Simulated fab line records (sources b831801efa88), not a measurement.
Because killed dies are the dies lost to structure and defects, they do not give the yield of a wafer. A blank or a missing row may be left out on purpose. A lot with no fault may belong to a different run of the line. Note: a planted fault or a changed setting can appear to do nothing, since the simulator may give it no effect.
The tool behind it: which one?    flow gf180mcu    33 wafers from 11 lots sampled at 2 of the route's 602 steps

## WHAT EACH GAUGE READ, for each wafer
GF_V2_RS_MEAS_24: measurement is done with a four-point probe.
lot   measured      on             V2_W_RS (ohm/sq)
L540  day 20 17:10  film-metro-02  0.329 0.331 0.338
L543  day 21 06:05  film-metro-01  0.330 0.331 0.329
L548  day 23 14:32  film-metro-01  0.325 0.335 0.329
L549  day 23 22:17  film-metro-02  0.327 0.331 0.325
L555  day 25 22:14  film-metro-04  0.337 0.333 0.332
L554  day 25 23:32  film-metro-01  0.335 0.332 0.333
L557  day 26 12:36  film-metro-04  0.333 0.333 0.333
L558  day 27 00:06  film-metro-04  0.328 0.331 0.333
L559  day 27 08:18  film-metro-01  0.328 0.327 0.327
L560  day 27 12:17  film-metro-04  0.328 0.326 0.332
L563  day 28 07:18  film-metro-02  0.326 0.324 0.322

GF_M3_THK_MEAS_06: measures by xrf.
lot   measured      on             M3_ALCU_THK (nm)
L540  day 20 17:59  film-metro-03  456 450 459
L543  day 21 06:55  film-metro-03  449 450 448
L548  day 23 15:20  film-metro-02  447 448 447
L549  day 23 23:05  film-metro-03  445 446 450
L555  day 25 23:03  film-metro-02  446 443 443
L554  day 26 00:21  film-metro-03  446 447 448
L557  day 26 13:28  film-metro-03  443 446 446
L558  day 27 00:54  film-metro-03  447 451 449
L559  day 27 09:07  film-metro-03  450 446 439
L560  day 27 13:06  film-metro-02  442 443 443
L563  day 28 08:07  film-metro-02  440 441 443

## WHAT TOOL EACH LOT RAN ON (gives the tool, then ch and the chambers of the sampled wafers, and finally the start)
There is no process step in the record ahead of these readings.

## WHAT THE TOOLS THEMSELVES READ (means of the sampled wafers that have a number; where no wafer has one, the mark that the record gives instead)
The record holds no such reading with a usual standard deviation.

## THE ANSWER, worked out from the rows above alone
Rule: the lots themselves supply what counts as usual. The widest of any qualifying gaps counts: lots, ordered by their means at a reading, are off when they make up no more than a third of the lots, leave a main group of 4 or more, and stand apart from it by 3 or more times the standard deviation of that group's means. A main group is skipped when, at the precision printed for the reading in the tables above, its means are all equal. Also off: a lot with no number at a reading for which 4 or more lots have one. The other lots that the step has rows for count as sound. Order of review: gauges by route order, followed by the tools' own readings, for which a lot's mean as printed above is used. At the first step where some lot is off, the reading lying furthest off is the one used; lots without a number count as furthest.
None of the lots is off at any reading shown; this tells nothing.

## WHAT THE SIMULATOR HAD INSERTED
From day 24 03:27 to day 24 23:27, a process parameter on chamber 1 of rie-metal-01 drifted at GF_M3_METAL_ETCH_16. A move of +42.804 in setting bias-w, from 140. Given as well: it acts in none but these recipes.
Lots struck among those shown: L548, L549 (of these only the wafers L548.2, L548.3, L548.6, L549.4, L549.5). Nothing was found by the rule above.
